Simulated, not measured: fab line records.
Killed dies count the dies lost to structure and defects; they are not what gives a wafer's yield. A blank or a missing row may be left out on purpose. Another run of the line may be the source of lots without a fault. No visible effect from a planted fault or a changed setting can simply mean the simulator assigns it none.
The same fault as seen by 2 desks	flow gf180mcu	only its own numbers are on each desk; what lay behind them is given at the end

== AT THE TOOL OWNER'S DESK: implanter-02 ==
For each lot that ran on this tool, the mean over its sampled wafers that have a number, from the tool's own readings at GF_VT_IMPLANT_IMPLANT_30. A lot is out of limits, marked OUT, if its mean lies more than 4 standard deviations from the usual mean; the brackets give that distance.
Columns: A = dose_ions_cm2 at GF_VT_IMPLANT_IMPLANT_30, usual 2.5339e+12
lot	first seen here	A
L942	day 7 05:28	2.5308e+12
L945	day 7 19:40	2.5363e+12
L946	day 8 08:01	2.5333e+12
L950	day 8 20:42	2.5335e+12
L951	day 9 06:04	2.5331e+12
L954	day 10 03:16	2.4444e+12 (-32) OUT
L956	day 10 17:42	2.4389e+12 (-34) OUT
L957	day 10 22:30	2.4423e+12 (-33) OUT
This desk's verdict: out of limits on L954, L956, L957, starting with L954 at day 10 03:16 (dose_ions_cm2 at GF_VT_IMPLANT_IMPLANT_30). Within limits: L942, L945, L946, L950, L951.

== METROLOGY DESK ==
Means of the sampled wafers that have a number, per lot and without regard to the tool the lot ran on: this is what the gauges read. A lot is out of limits, marked OUT, if its mean lies more than 4 standard deviations from the usual mean; the brackets give that distance.
Columns: A = CONTACT_OVL at GF_CONTACT_OVL_MEAS_15, usual -2 nm
lot	first seen here	A
L942	day 16 11:01	2
L945	day 17 01:18	1
L943	day 17 03:26	4
L946	day 17 20:29	-8
L950	day 18 14:21	0
L948	day 18 16:44	-0
L949	day 18 17:50	-5
L951	day 19 09:58	5
L952	day 20 00:18	-6
L953	day 20 00:33	0
L954	day 20 16:26	3
L955	day 21 04:41	-8
L956	day 21 14:14	2
L957	day 21 16:02	-3
L964	day 23 20:45	-2
This desk's verdict: no lot among the 15 shows anything out of limits.

== ALL TOGETHER ==
An alarm could have come from the tool owner's desk at day 10 03:16, on L954, L956, L957.
The metrology desk saw nothing out of limits.
The metrology desk holds a record of L954, L956, L957, inside its limits.
All the named lots went through GF_VT_IMPLANT_IMPLANT_30 on implanter-02.

== WHAT THE SIMULATOR PUT IN ==
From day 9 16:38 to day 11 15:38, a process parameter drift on implanter-02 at GF_VT_IMPLANT_IMPLANT_30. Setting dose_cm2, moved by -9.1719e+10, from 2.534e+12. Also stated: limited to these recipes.
Lots struck among those shown: L954, L956, L957.
Delay in hours, fault start to first out-of-limits reading, by desk: the tool owner's desk at 11.
